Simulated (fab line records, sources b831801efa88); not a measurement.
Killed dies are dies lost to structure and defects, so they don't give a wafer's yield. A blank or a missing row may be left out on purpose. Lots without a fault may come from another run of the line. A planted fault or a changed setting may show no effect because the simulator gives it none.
Split-lot experiment | flow gf180mcu | 5 lots, 23 wafers read, on a route of 602 steps

THE SPLIT
At GF_V1_CMP_04 (polishes SiO2), the setting leave_above_ref_nm was moved away from the recipe's 632.5 nm on 10 of the 23 wafers read, by -3.7% to +4.7%. The other wafers ran this setting at the recipe's value.

FROM THE SPLIT TO THE READING: what the file shows between them, 2 steps
- GF_V1_DEHYDRATE_06: time 60 s
- GF_V1_ETCH_16: etches BARC in N2/H2

THE READING
oes_product_au, in a.u., at GF_V1_ETCH_17 (etches SiO2 in C4F8/O2/Ar, stops on TiN, target depth 630 nm). Fault-free wafers of this fab line usually give 0.855 a.u., standard deviation 0.005 a.u..

wafer  | tool, chamber at the split | leave_above_ref_nm as run, nm | against the recipe | oes_product_au, a.u. | against lot-mates on the recipe
L075.1 | cmp-02, 3                  | 632.5                         | recipe             | 0.850                | -
L075.2 | cmp-02, 1                  | 662.5                         | +4.7%              | 0.882                | +0.029
L075.4 | cmp-02, 2                  | 632.5                         | recipe             | 0.854                | -
L075.5 | cmp-02, 0                  | 662.5                         | +4.7%              | 0.869                | +0.016
L075.6 | cmp-02, 3                  | 632.5                         | recipe             | 0.854                | -
L078.2 | cmp-02, 2,0                | 632.5                         | recipe             | 0.861                | -
L078.4 | cmp-02, 2,0                | 632.5                         | recipe             | 0.852                | -
L078.6 | cmp-02, 2                  | 632.5                         | recipe             | 0.850                | -
L077.1 | cmp-01, 0                  | 632.5                         | recipe             | 0.857                | -
L077.2 | cmp-01, 1                  | 632.5                         | recipe             | 0.855                | -
L077.3 | cmp-01, 3                  | 609.1                         | -3.7%              | 0.837                | -0.019
L077.4 | cmp-01, 2                  | 609.1                         | -3.7%              | 0.832                | -0.024
L077.6 | cmp-01, 1                  | 609.1                         | -3.7%              | 0.837                | -0.019
L081.2 | cmp-01, 1                  | 612.3                         | -3.2%              | 0.841                | -0.013
L081.3 | cmp-01, 0                  | 632.5                         | recipe             | 0.857                | -
L081.4 | cmp-01, 2                  | 612.3                         | -3.2%              | 0.848                | -0.006
L081.5 | cmp-01, 3                  | 612.3                         | -3.2%              | 0.833                | -0.021
L081.6 | cmp-01, 2                  | 632.5                         | recipe             | 0.851                | -
L082.1 | cmp-02, 3                  | 632.5                         | recipe             | 0.855                | -
L082.2 | cmp-02, 0                  | 660.1                         | +4.4%              | 0.875                | +0.019
L082.3 | cmp-02, 2                  | 632.5                         | recipe             | 0.857                | -
L082.5 | cmp-02, 1                  | 632.5                         | recipe             | 0.856                | -
L082.6 | cmp-02, 0                  | 660.1                         | +4.4%              | 0.886                | +0.030
Where a row lists several chambers, the file gives one row for several wafers and doesn't say which wafer went through which chamber.

THE FIT
A straight line over all 23 wafers: oes_product_au changes by +0.00499 a.u. for each +1% of leave_above_ref_nm; r = +0.95; the points scatter about the line by 0.0047 a.u..
The same after taking each lot's own level away (the mean of its wafers on the recipe; 23 wafers): +0.00509 a.u. for each +1%; r = +0.95; scatter 0.0045 a.u..
On that fit, the largest move of leave_above_ref_nm shifts the reading by 0.024 a.u..
The lots' own levels span 0.8527 to 0.8560 a.u., that is 0.7 times the standard deviation above.
So the lot-to-lot level changes the slope little: the two slopes agree.
Check: with one of the wafers moved furthest among these (+4.7%) left out of the fit, the line predicts +0.0232 a.u. for it against its lot-mates. It came out at +0.0293 a.u. against them.

OTHER SPLITS ON THESE WAFERS
These wafers also went through other splits before the reading. Each is held against what the fit with the lots' levels taken away leaves over:
other split on the same wafers   | wafers away from the commonest value | r with oes_product_au (lot level and that fit taken away)
GF_SAB_DEVELOP_08 develop_time_s | 6                                    | -0.07
GF_CONTACT_CVD_00 sih4_flow_sccm | 10                                   | -0.11
GF_CONTACT_ETCH_16 ion_energy_ev | 5                                    | +0.07
GF_M1_SPUTTER_00 time_s          | 10                                   | +0.14
GF_M1_PEB_12 peb_temp_c          | 7                                    | +0.24

THE WHOLE CHAIN: every reading that the file lists as answering this split, in the file's order
step          | what it does                                                 | reading                                                                   | change (the file's fit)                   | r (the file's)
GF_V1_CMP_04  | polishes SiO2                                                | SiO2_of_V1_CVD_02.thk_nm (the simulator's own value, which no gauge read) | +6.33 nm for each +1% of the setting      | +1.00
GF_V1_ETCH_17 | etches SiO2 in C4F8/O2/Ar, stops on TiN, target depth 630 nm | oes_product_au                                                            | +0.00509 a.u. for each +1% of the setting | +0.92
GF_V1_ETCH_17 | etches SiO2 in C4F8/O2/Ar, stops on TiN, target depth 630 nm | V1.feature_depth_nm (the simulator's own value, which no gauge read)      | +6.33 nm for each +1% of the setting      | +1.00

THE FILE'S OWN FIT
oes_product_au changes by +0.00509 a.u. for each +1% of leave_above_ref_nm, r = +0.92.
